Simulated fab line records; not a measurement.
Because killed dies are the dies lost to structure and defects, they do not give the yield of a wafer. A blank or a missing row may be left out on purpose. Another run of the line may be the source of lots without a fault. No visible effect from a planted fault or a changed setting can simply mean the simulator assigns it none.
Code-filled problem report in 8D (eight disciplines) form :: flow sky130 :: the parts of the form that need people (team, actions taken, sign-off) are left out

== 1. PROBLEM STATEMENT ==
Across 2 wafers from 2 lots, LOCAL_INTERCONNECT_TIN_RS at SKY_LOCAL_INTERCONNECT_RS_MEAS_01 averages 25.59 ohm/sq, while fault-free wafers read 14.12 ohm/sq with a standard deviation of 0.14. Measured from the usual mean, that is +82 standard deviations.
The step: measures by four-point-probe.
First seen on wafer L150.5, day 35 03:25, on film-metro-04. Wafers with a number at this step in the record: 37, from 13 lots. Rule for "out" (also "out of limits"): further than 4 standard deviations from the usual mean. The other wafers with a number count as sound.

== 2. WHAT IT IS, WHAT IT ISN'T ==
question: which readings at this step
is: LOCAL_INTERCONNECT_TIN_RS
is not: -

question: which lots
is: L150, L152
is not: L135, L137, L138, L140, L142, L143, L144, L146, L148, L151, L154

question: which wafers of those lots
is: L150.5, L152.3
is not: L150.1, L152.1

question: read on which gauges
is: film-metro-04
is not: film-metro-01, film-metro-03

question: when
is: from day 35 03:25
is not: up to then (28 sound wafers); but 7 sound wafers of L151, L152, L154 came after

== 3. WHAT RULES OUT EACH SUSPECT ==
Counting: if a tool at a process step up to the reading ran every lot that is out, it stays a suspect. Sound lots after the first of them don't rule it out here, since some wafers of a struck lot are sound.
- the gauge at SKY_LOCAL_INTERCONNECT_RS_MEAS_01: ruled out. All the wafers that are out were read on film-metro-04, but those of them that SKY_LOCAL_INTERCONNECT_METAL_ETCH_14 has rows for are out there too, on other tools.
- pvd-sputter-04 at SKY_LOCAL_INTERCONNECT_SPUTTER_00 (material TiN, target thk 100 nm, time 83.3 s): kept. It ran every lot that is out, first L150 (day 35 03:20); its last sound lot up to then is L148 (day 34 18:43).
Remaining after the count: pvd-sputter-04 at SKY_LOCAL_INTERCONNECT_SPUTTER_00.

== 4. THE CAUSE (what the simulator had put in) ==
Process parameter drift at SKY_LOCAL_INTERCONNECT_SPUTTER_00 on pvd-sputter-04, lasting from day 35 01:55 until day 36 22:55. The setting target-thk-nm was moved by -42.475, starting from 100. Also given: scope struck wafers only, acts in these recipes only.
After counting, this tool was the only one left.

== 5. SEQUENCE OF EFFECTS, ordered by route ==
Each row: a reading whose mean over the struck wafers that have a number lies more than 3 standard deviations from the usual. Only readings whose record carries a usual standard deviation are examined. hours: median over the lots of the time between each lot's start at the first step of this table that gives one and its start at this step. sigmas: the change, counted in usual standard deviations.
hours: 0
step: SKY_LOCAL_INTERCONNECT_RS_MEAS_01
reading: LOCAL_INTERCONNECT_TIN_RS
usual: 14.12 ohm/sq
on struck wafers: 25.59
change: +11.47
sigmas: +82

hours: 6
step: SKY_LOCAL_INTERCONNECT_THK_MEAS_02
reading: LOCAL_INTERCONNECT_TIN_THK
usual: 98.7 nm
on struck wafers: 56.1
change: -42.6
sigmas: -43

hours: 26
step: SKY_LOCAL_INTERCONNECT_METAL_ETCH_14
reading: oes-product-au
usual: 0.942 a.u.
on struck wafers: 0.698
change: -0.244
sigmas: -38

hours: 26
step: SKY_LOCAL_INTERCONNECT_METAL_ETCH_14
reading: throttle-valve-pct
usual: 21.899 %
on struck wafers: 22.060
change: +0.161
sigmas: +17
The process steps in it:
- SKY_LOCAL_INTERCONNECT_METAL_ETCH_14: etches TiN in Cl2/BCl3, stops on PSG, target depth 110 nm, time 31.4 s.

== 6. HOW IT WOULD HAVE BEEN CAUGHT EARLIER ==
In this record the first reading out of limits at a measuring or inspecting step was taken at day 35 03:25, 2 hours after the fault began at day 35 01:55.
Tool readings at SKY_LOCAL_INTERCONNECT_SPUTTER_00 with a usual standard deviation given in the record: none out on any struck wafer, hence no alarm at a limit of 4 standard deviations on them.
Of the lots that are out (2), L152 began SKY_LOCAL_INTERCONNECT_SPUTTER_00 on pvd-sputter-04 after day 35 03:25. A hold on the tool at that time would have spared it.
